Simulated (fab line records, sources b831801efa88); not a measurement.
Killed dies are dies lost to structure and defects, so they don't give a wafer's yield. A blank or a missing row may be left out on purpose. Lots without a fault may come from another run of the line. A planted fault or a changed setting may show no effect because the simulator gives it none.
Which tool did it? | flow gf180mcu | 14 lots, 42 wafers sampled, at 4 steps of a route of 602

WHAT THE GAUGES READ, wafer by wafer
GF_VT_IMPLANT_TW_MEAS_32.
lot  | measured     | on            | VT_IMPLANT_3_TW
L969 | day 7 04:09  | film_metro-04 | 270.2 266.7 269.5
L970 | day 7 07:48  | film_metro-04 | 269.6 268.9 268.8
L973 | day 7 23:12  | film_metro-02 | 266.7 266.7 266.0
L972 | day 8 00:50  | film_metro-04 | 269.8 269.6 268.6
L975 | day 8 12:55  | film_metro-04 | 269.9 269.5 270.2
L976 | day 8 21:21  | film_metro-04 | 270.2 270.2 271.2
L977 | day 8 23:19  | film_metro-02 | 267.3 268.1 267.1
L980 | day 9 21:49  | film_metro-02 | 265.1 266.0 267.1
L982 | day 10 08:50 | film_metro-03 | 272.4 270.7 270.0
L988 | day 12 05:20 | film_metro-03 | 271.2 271.8 272.6
L989 | day 12 06:03 | film_metro-03 | 271.6 271.7 271.6
L990 | day 12 12:11 | film_metro-04 | 268.5 270.7 269.5
L991 | day 12 20:51 | film_metro-03 | 269.8 272.0 271.9
L992 | day 13 03:35 | film_metro-03 | 271.3 268.6 270.3

GF_HV_LDD_TW_MEAS_50.
lot  | measured     | on            | HV_LDD_4_TW
L969 | day 12 15:14 | film_metro-01 | 568.9 571.0 570.5
L970 | day 13 01:11 | film_metro-03 | 576.6 574.9 573.8
L973 | day 13 16:36 | film_metro-03 | 574.6 574.4 574.4
L972 | day 13 18:21 | film_metro-04 | 568.9 565.0 565.7
L975 | day 14 08:35 | film_metro-03 | 571.2 570.7 571.4
L976 | day 14 20:28 | film_metro-04 | 571.6 568.7 570.8
L977 | day 14 20:52 | film_metro-04 | 569.1 571.9 572.6
L980 | day 16 02:53 | film_metro-04 | 570.9 569.5 565.5
L982 | day 16 15:07 | film_metro-04 | 570.0 574.7 569.6
L988 | day 18 21:34 | film_metro-04 | 567.5 563.7 563.2
L989 | day 18 23:43 | film_metro-01 | 571.7 574.1 567.7
L990 | day 19 08:03 | film_metro-03 | 565.4 562.8 562.2
L991 | day 19 17:38 | film_metro-01 | 573.2 571.5 573.3
L992 | day 20 01:11 | film_metro-01 | 571.0 567.7 564.5

GF_V1_RS_MEAS_24: measures by four-point-probe.
lot  | measured     | on            | V1_W_RS (ohm/sq)
L969 | day 18 09:26 | film_metro-01 | 0.330 0.332 0.331
L970 | day 19 01:30 | film_metro-01 | 0.328 0.328 0.328
L973 | day 19 15:50 | film_metro-03 | 0.330 0.331 0.324
L972 | day 19 20:04 | film_metro-03 | 0.321 0.326 0.325
L975 | day 20 14:08 | film_metro-01 | 0.327 0.330 0.331
L976 | day 21 00:11 | film_metro-02 | 0.329 0.328 0.332
L977 | day 21 01:11 | film_metro-02 | 0.328 0.335 0.336
L980 | day 22 08:37 | film_metro-01 | 0.331 0.330 0.329
L982 | day 22 23:29 | film_metro-01 | 0.335 0.331 0.337
L988 | day 25 01:52 | film_metro-02 | 0.329 0.323 0.327
L989 | day 25 04:58 | film_metro-02 | 0.341 0.340 0.334
L990 | day 25 11:36 | film_metro-02 | 0.337 0.336 0.334
L991 | day 25 19:39 | film_metro-03 | 0.328 0.333 0.333
L992 | day 26 04:50 | film_metro-01 | 0.329 0.328 0.333

WHICH TOOL RAN EACH LOT (tool, then ch and the chambers of the sampled wafers, then the start)
lot  | GF_HV_LDD_IMPLANT_48
L969 | implanter-04 ch 0, day 12 14:59
L970 | implanter-03 ch 0, day 13 00:56
L973 | implanter-03 ch 0, day 13 16:22
L972 | implanter-03 ch 0, day 13 18:08
L975 | implanter-03 ch 0, day 14 08:21
L976 | implanter-03 ch 0, day 14 20:13
L977 | implanter-02 ch 0, day 14 20:38
L980 | implanter-02 ch 0, day 16 02:38
L982 | implanter-03 ch 0, day 16 14:52
L988 | implanter-03 ch 0, day 18 21:19
L989 | implanter-04 ch 0, day 18 23:28
L990 | implanter-03 ch 0, day 19 07:50
L991 | implanter-02 ch 0, day 19 17:23
L992 | implanter-02 ch 0, day 20 00:56
- GF_HV_LDD_IMPLANT_48

WHAT THE TOOLS THEMSELVES READ (means of the sampled wafers that have a number; where no wafer has one, the mark that the record gives instead)
GF_HV_LDD_IMPLANT_48.
lot  | tool         | dose_ions_cm2
L969 | implanter-04 | 3e+13
L970 | implanter-03 | 3e+13
L973 | implanter-03 | 3e+13
L972 | implanter-03 | 3e+13
L975 | implanter-03 | 3e+13
L976 | implanter-03 | 3e+13
L977 | implanter-02 | 3e+13
L980 | implanter-02 | 3e+13
L982 | implanter-03 | 3e+13
L988 | implanter-03 | 3e+13
L989 | implanter-04 | 3e+13
L990 | implanter-03 | 3e+13
L991 | implanter-02 | 3e+13
L992 | implanter-02 | 3e+13

THE ANSWER, worked out from the rows above alone
Rule: what is usual is taken from the lots themselves. Put in order of their means at a reading, lots are off if they are a third of the lots or fewer, leave a main group of 4 or more, and stand apart from it by a gap of 3 or more times the standard deviation of the main group's means; of several such gaps the widest counts. A main group whose means are all the same, to the digits that the tables above print for the reading, isn't used. A lot without any number at a reading at which 4 lots or more have one is off too. The other lots that the step has rows for count as sound. The gauges are gone through in route order, then the tools' own readings, and for those a lot's mean is taken as printed above. The first step at which some lot is off is used, and at that step the reading that is off furthest; a lot without a number counts as furthest.
No lot is off at any reading shown: from this, nothing can be told.

WHAT THE SIMULATOR HAD PUT IN
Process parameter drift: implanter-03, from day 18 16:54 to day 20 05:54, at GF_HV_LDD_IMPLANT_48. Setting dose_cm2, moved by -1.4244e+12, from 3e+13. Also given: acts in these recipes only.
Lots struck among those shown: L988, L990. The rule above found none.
